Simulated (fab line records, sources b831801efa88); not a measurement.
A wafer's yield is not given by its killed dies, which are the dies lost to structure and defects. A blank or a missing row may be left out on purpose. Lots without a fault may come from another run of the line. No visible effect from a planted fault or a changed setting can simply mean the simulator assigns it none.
A lot that was struck, set against a sound lot -- flow gf180mcu -- 16 out of 602 route steps
Sound: wafers L181.2, L181.3, L181.6. Struck: wafer L176.1 (L176.2, L176.3, from the same lot, were not struck and are left out); the cause is given at the end.
Per side, at each step with rows, come the tool, then ch with its chambers, and then its first start. Under that, the readings that differ: sound wafers -- struck wafers -- difference of the means -- sigmas: that difference in standard deviations of wafers without a fault.
alike: readings whose means differ by less than 2 such deviations, and words and numbers that are the same on both sides. not compared: withheld readings, readings that some wafer has no value for, bounds like >300 that may hide the same value, and numbers for which the record gives no deviation and whose values overlap.
A row with sigmas, a row that says differs or no value, or rows on one side alone: a step with any of these is where the two part. When numbers do not overlap yet have no deviation, they are printed without sigmas and do not part them. A reading that every wafer of one side lacks parts them only if that side has two wafers or more.

first, 6 steps without rows for these wafers: GF_M3_HMDS_08 (prime time 60 s); GF_M3_COAT_09 (resist thk 1000 nm); GF_M3_SOFTBAKE_10 (time 60 s); GF_M3_EXPOSE_11 (exposes mask Metal3, target cd 280 nm); GF_M3_PEB_12 (peb time 90 s); GF_M3_DEVELOP_13 (develop time 60 s).
GF_M3_CD_MEAS_14 targets a cd of 280 nm.
  sound: cd-sem-01 at day 24 08:47; struck: cd-sem-02 at day 22 14:01
  alike: cd-nm
GF_M3_OVL_MEAS_15:
  sound: overlay-02 at day 24 08:53; struck: overlay-01 at day 22 14:08
  alike: M3_OVL
GF_M3_METAL_ETCH_16: etches the open film in Cl2/BCl3, stops on SiO2, target depth 750.8 nm, time 125.1 s.
  sound on rie-metal-03 ch 0,1, day 24 08:55; struck on rie-metal-03 ch 1, day 22 14:10
  alike: drypump-motor-current-A, oes-product-au, throttle-valve-pct
  not compared: rf-hours-counter-h
GF_M3_STRIP_17: strips in O2/N2.
  sound on plasma-asher-03 ch 0, day 24 09:03; struck on plasma-asher-04 ch 0, day 22 14:18
  alike: drypump-motor-current-A, heater-power-w, n2-flow-sccm, oes-product-au, strip-time-to-endpoint-s
  not compared: rf-hours-counter-h
then, 2 steps without rows for these wafers: GF_M3_STRIP_18 (strips in post etch residue remover, time 1200 s); GF_M3_CLEAN_19 (cleans in DIW).
GF_V3_CVD_00: deposits SiO2, target thk 600 nm, time 100 s.
  sound on hdpcvd-02 ch 0,2, day 24 09:37; struck on hdpcvd-01 ch 0, day 22 14:51
reading,sound,struck,difference,sigmas
sih4-flow-sccm (sccm),59.91 59.74 60.16,90.11,+30.17,+99 or more
model.SiO2_of_V3_CVD_00.thk-nm (nm),601.8 601.6 604.4,894.2,+291.6,
GF_V3_THK_MEAS_01:
  sound: film-metro-01 at day 24 09:42; struck: film-metro-03 at day 22 14:56
reading,sound,struck,difference,sigmas
V3_CVD_00_THK (nm),602 602 605,895,+292,+41
GF_V3_CVD_02: deposits SiO2 from TEOS, target thk 850 nm, time 94.851 s.
  sound on pecvd-03 ch 1,2, day 24 09:45; struck on pecvd-01 ch 2, day 22 14:59
reading,sound,struck,difference,sigmas
heater-power-w (W),701 557 725,908,+247,+2
-- the record jumps here: 7 days lie between the struck wafers' starts before and after (it left off in module V3 and takes up again in module PASSIVATION, whose first step shown is number 602 of the route) --
GF_PASSIVATION_PROBE_99:
  only the struck wafers here have rows in the record (prober-02, day 30 02:41); the sound ones have none

== WHERE THEY PART ==
Last at GF_PASSIVATION_PROBE_99 as far as this record goes, first at GF_V3_CVD_00.

WHY: the cause the simulator had injected
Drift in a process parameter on hdpcvd-01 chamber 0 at GF_V3_CVD_00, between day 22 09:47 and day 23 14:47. Setting sih4-flow-sccm shifted by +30 from 60. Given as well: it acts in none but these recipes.
